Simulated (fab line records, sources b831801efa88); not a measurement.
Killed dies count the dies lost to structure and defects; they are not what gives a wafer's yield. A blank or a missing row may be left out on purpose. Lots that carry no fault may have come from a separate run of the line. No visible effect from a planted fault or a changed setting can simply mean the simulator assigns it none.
8D (eight disciplines) problem report, filled in by code ; flow sfq line ; the parts of the form that need people (team, actions taken, sign-off) are left out

1. WHAT WENT WRONG
At SFQ_TRILAYER_M6_ETCH_METAL_ETCH_162, chamber pressure mTorr averages 8.000 mTorr over 3 wafers from 2 lots, while fault-free wafers read 9.999 mTorr, standard deviation 0.01. So: -99 or more standard deviations from the usual mean.
The step: etches Nb in Cl2/Ar, stops on SiO2, target depth 240 nm, time 120 s.
First seen on wafer L792.1, day 79 05:34, on rie metal-01. The record holds 42 wafers of 14 lots with a number at this step. Rule for "out", or "out of limits": more than 4 standard deviations from the usual mean. All remaining wafers that have a number are taken as sound.

2. WHAT IT IS AND WHAT IT IS NOT
question;is;is not
which readings at this step;chamber pressure mTorr;drypump motor current A, oes product au, rf fwd power W
which lots;L792, L794;L783, L784, L785, L786, L787, L789, L795, L801, L803, L804, L805, L806
which wafers of those lots;L792.1, L794.3, L794.5;L792.2, L792.3, L794.4
read on which tools;rie metal-01;rie metal-02, rie metal-03
when;from day 79 05:34;"up to then (20 sound wafers); but 19 sound wafers of L794, L795, L801, L803, L804, L805, L806 came after"

3. WHAT RULES OUT EACH SUSPECT
Counting: if a tool at a process step up to the reading ran every lot that is out, it stays a suspect. Sound lots after the first of them don't rule it out here, since some wafers of a struck lot are sound.
- rie metal-04 at SFQ_TRILAYER_R5_ETCH_METAL_ETCH_139 (etches the open film in Cl2, stops on SiO2, target depth 60 nm, time 40 s): kept. Every lot that is out went through it, the first being L792 (day 78 18:49); the last sound lot it ran before that was L785 (day 76 03:47).
- rie metal-01 at SFQ_TRILAYER_M6_ETCH_METAL_ETCH_162 (etches Nb in Cl2/Ar, stops on SiO2, target depth 240 nm, time 120 s): kept. Every lot that is out went through it, the first being L792 (day 79 05:34); the last sound lot it ran before that was L789 (day 78 05:15). Its own readings are out on those wafers: chamber pressure mTorr.
- Within rie metal-01 at SFQ_TRILAYER_M6_ETCH_METAL_ETCH_162, the wafers that are out were processed in chamber 0 and their sound lot-mates in chamber 1.
The count leaves rie metal-01 at SFQ_TRILAYER_M6_ETCH_METAL_ETCH_162 and rie metal-04 at SFQ_TRILAYER_R5_ETCH_METAL_ETCH_139.

4. THE CAUSE (what the simulator had put in)
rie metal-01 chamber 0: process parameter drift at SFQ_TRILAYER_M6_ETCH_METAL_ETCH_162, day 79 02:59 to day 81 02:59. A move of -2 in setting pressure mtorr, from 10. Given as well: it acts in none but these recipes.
2 suspects survive the count, and this tool is in that group.

5. THE CHAIN OF EFFECTS, in route order
Each row: a reading whose mean over the struck wafers that have a number lies more than 3 standard deviations from the usual. Only readings whose record carries a usual standard deviation are examined. hours: median over the lots of the time between each lot's start at the first step of this table that gives one and its start at this step. sigmas: the change, counted in usual standard deviations.
hours;step;reading;usual;on struck wafers;change;sigmas
0;SFQ_TRILAYER_M6_ETCH_METAL_ETCH_162;chamber pressure mTorr;9.999 mTorr;8.000;-1.999;-99 or more
Here are the process steps it includes:
- SFQ_TRILAYER_M6_ETCH_METAL_ETCH_162: etches Nb in Cl2/Ar, stops on SiO2, target depth 240 nm, time 120 s.
At these later measuring or inspecting steps, every struck wafer for which the step has a row has a number for every such reading, and none has moved that far: SFQ_I7_BOW_MEAS_946.

6. WHAT WOULD HAVE CAUGHT IT SOONER
In this record the first reading out of limits was taken at day 79 05:34, 3 hours after the fault began at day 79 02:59.
